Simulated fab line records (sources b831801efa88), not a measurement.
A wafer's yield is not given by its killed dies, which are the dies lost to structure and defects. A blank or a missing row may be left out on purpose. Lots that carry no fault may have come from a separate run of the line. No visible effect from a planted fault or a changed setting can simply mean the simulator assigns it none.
A lot that was struck, set against a sound lot ; flow sky130 ; 38 out of 708 route steps
Sound: wafers L494.4, L494.5, L494.6. Wafers L482.1, L482.5, L482.6 were the ones struck. Last of all comes the cause.
At each step with rows: each side's tool, then ch and its chambers, then its first start. Under that, the readings that differ: sound wafers ; struck wafers ; difference of the means ; sigmas: that difference in standard deviations of wafers without a fault.
alike: a reading whose means differ by less than 2 such deviations, as well as words and numbers matching on both sides. not compared: withheld readings; readings where some wafer has no value; bounds like >300 that might hide an equal value; numbers whose values overlap and for which the record gives no deviation.
The two part at a step that has a row with sigmas, a row that says differs or no value, or rows on one side only. Numbers that don't overlap but have no deviation are shown without sigmas and don't part them. A reading that every wafer of one side lacks parts them only if that side has two wafers or more.

first, 10 steps without rows for these wafers: SKY_RES_PROTECT_DEHYDRATE_00 (time 60 s); SKY_RES_PROTECT_HMDS_01 (prime time 60 s); SKY_RES_PROTECT_COAT_02 (resist thk 1140 nm); SKY_RES_PROTECT_SOFTBAKE_03 (time 60 s); SKY_RES_PROTECT_EXPOSE_04 (exposes mask RPM, target cd 1270 nm); SKY_RES_PROTECT_PEB_05; SKY_RES_PROTECT_DEVELOP_06 (develop time 60 s); SKY_POLY_GATE_IMPLANT_02; SKY_RES_PROTECT_STRIP_07 (strips in O2/N2); SKY_RES_PROTECT_CLEAN_09 (cleans in SC1/SC2, time 150 s).
SKY_POLY_GATE_CVD_03: deposits Si3N4 from DCS/NH3, target thk 75 nm, time 1290 s.
  sound on lpcvd-02 ch 1, day 23 17:45; struck on lpcvd-02 ch 0, day 18 23:10
reading;sound;struck;difference;sigmas
model.Si3N4_of_POLY_GATE_CVD_03.thk-nm (nm);73.55 73.75 73.62;114.5 114.8 114.7;+41.0;
SKY_POLY_GATE_THK_MEAS_04:
  struck on film-metro-02, day 19 00:31; sound on film-metro-04, day 23 19:49
reading;sound;struck;difference;sigmas
POLY_GATE_CVD_03_THK (nm);73.5 73.7 73.6;114.6 114.8 114.6;+41.1;+59
then, 9 steps without rows for these wafers: SKY_POLY_GATE_DEHYDRATE_05 (time 60 s); SKY_POLY_GATE_HMDS_06 (prime time 60 s); SKY_POLY_GATE_COAT_07 (resist thk 110 nm); SKY_POLY_GATE_COAT_08 (resist thk 450 nm); SKY_POLY_GATE_SOFTBAKE_09 (time 90 s); SKY_POLY_GATE_EXPOSE_10 (exposes mask P1M, target cd 150 nm); SKY_POLY_GATE_PEB_11; SKY_POLY_GATE_DEVELOP_12 (develop time 60 s); SKY_POLY_GATE_ETCH_15 (etches BARC in N2/H2, stops on SiO2, time 118.5 s, target depth 110 nm).
SKY_POLY_GATE_ETCH_16: etches Si3N4 in CH3F/O2, stops on poly-Si, time 147.5 s, target depth 75 nm.
  sound on rie-diel-04 ch 2,3, day 25 01:31; struck on rie-diel-04 ch 0,1,3, day 20 07:25
reading;sound;struck;difference;sigmas
oes-product-au (a.u.);0.640 0.639 0.640;0.776 0.780 0.775;+0.137;+27
throttle-valve-pct (%);10.524 10.541 10.529;10.548 10.561 10.542;+0.019;+2
model.etch.depth-nm (nm);73.55 73.75 73.62;114.5 114.8 114.7;+41.0;
  alike: drypump-motor-current-A
  not compared: rf-hours-counter-h
then, 13 steps without rows for these wafers: SKY_POLY_GATE_ETCH_17 (etches poly-Si in HBr/Cl2, stops on SiO2, target depth 180 nm, time 70.5 s); SKY_POLY_GATE_STRIP_18 (strips in O2/N2); SKY_POLY_GATE_CLEAN_19 (cleans in SC1/SC2, time 150 s); SKY_POLY_GATE_OXIDATION_20 (stabilise 600 s, purge 300 s, target thk 4 nm); SKY_LDD_N_DEHYDRATE_00 (time 60 s); SKY_LDD_N_HMDS_01 (prime time 60 s); SKY_LDD_N_COAT_02 (resist thk 300 nm); SKY_LDD_N_SOFTBAKE_03 (time 60 s); SKY_LDD_N_EXPOSE_04 (exposes mask NTM, target cd 840 nm); SKY_LDD_N_PEB_05; SKY_LDD_N_DEVELOP_06 (develop time 60 s); SKY_LDD_N_IMPLANT_08; SKY_LDD_N_IMPLANT_09.
-- a jump in the record: the struck wafers' starts before and after are 6 days apart (it breaks off in module LDD_N and resumes in module LDD_LDN, where the first step shown is number 303 of the route) --
SKY_LDD_LDN_CLEAN_14: cleans in SC1/SC2, time 150 s.
  sound on wet-bench-02 ch 1, day 31 03:11; struck on wet-bench-03 ch 1, day 26 16:13
reading;sound;struck;difference;sigmas
model.Si3N4_of_POLY_GATE_CVD_03.thk-nm (nm);73.41 73.61 73.49;114.3 114.6 114.5;+41.0;
SKY_POLY_CUT_ETCH_11: etches Si3N4 in CF4/CH2F2/Ar, stops on poly-Si, time 42.5 s, target depth 60 nm.
  sound on rie-diel-02 ch 0,3, day 32 08:53; struck on rie-diel-02 ch 0,1, day 27 23:56
reading;sound;struck;difference;sigmas
oes-product-au (a.u.);0.819 0.818 0.814;1.013 1.006 1.012;+0.193;+31
throttle-valve-pct (%);14.997 14.994 14.983;15.020 15.008 15.022;+0.025;+3
model.etch.depth-nm (nm);60.61 60.77 60.59;85.36 84.89 86.9;+25.06;
model.POLY_CUT.feature-depth-nm (nm);60.61 60.77 60.59;85.36 84.89 86.9;+25.06;
  alike: ch2f2-flow-sccm, drypump-motor-current-A
  not compared: rf-hours-counter-h
-- a jump in the record: the struck wafers' starts before and after are 20 days apart (it breaks off in module POLY_CUT and resumes in module PAD_OPEN, where the first step shown is number 708 of the route) --
SKY_PAD_OPEN_PROBE_99:
  struck on prober-01, day 48 10:37; sound on prober-02, day 51 01:41
reading;sound;struck;difference;sigmas
killed-at-front-end;11 15 11;417 413 410;+401;+87
killed-dies;79 90 69;492 492 492;+413;+41
killed-on-rim;11 20 14;96 96 96;+81;+23
  alike: killed_at_M0_to_M3, killed_at_M4_up, killed-at-contacts, killed-at-other, killed-open, killed-short

## WHERE THEY PART
Last at SKY_PAD_OPEN_PROBE_99 as far as this record goes, first at SKY_POLY_GATE_THK_MEAS_04.

WHY: what had been put in by the simulator
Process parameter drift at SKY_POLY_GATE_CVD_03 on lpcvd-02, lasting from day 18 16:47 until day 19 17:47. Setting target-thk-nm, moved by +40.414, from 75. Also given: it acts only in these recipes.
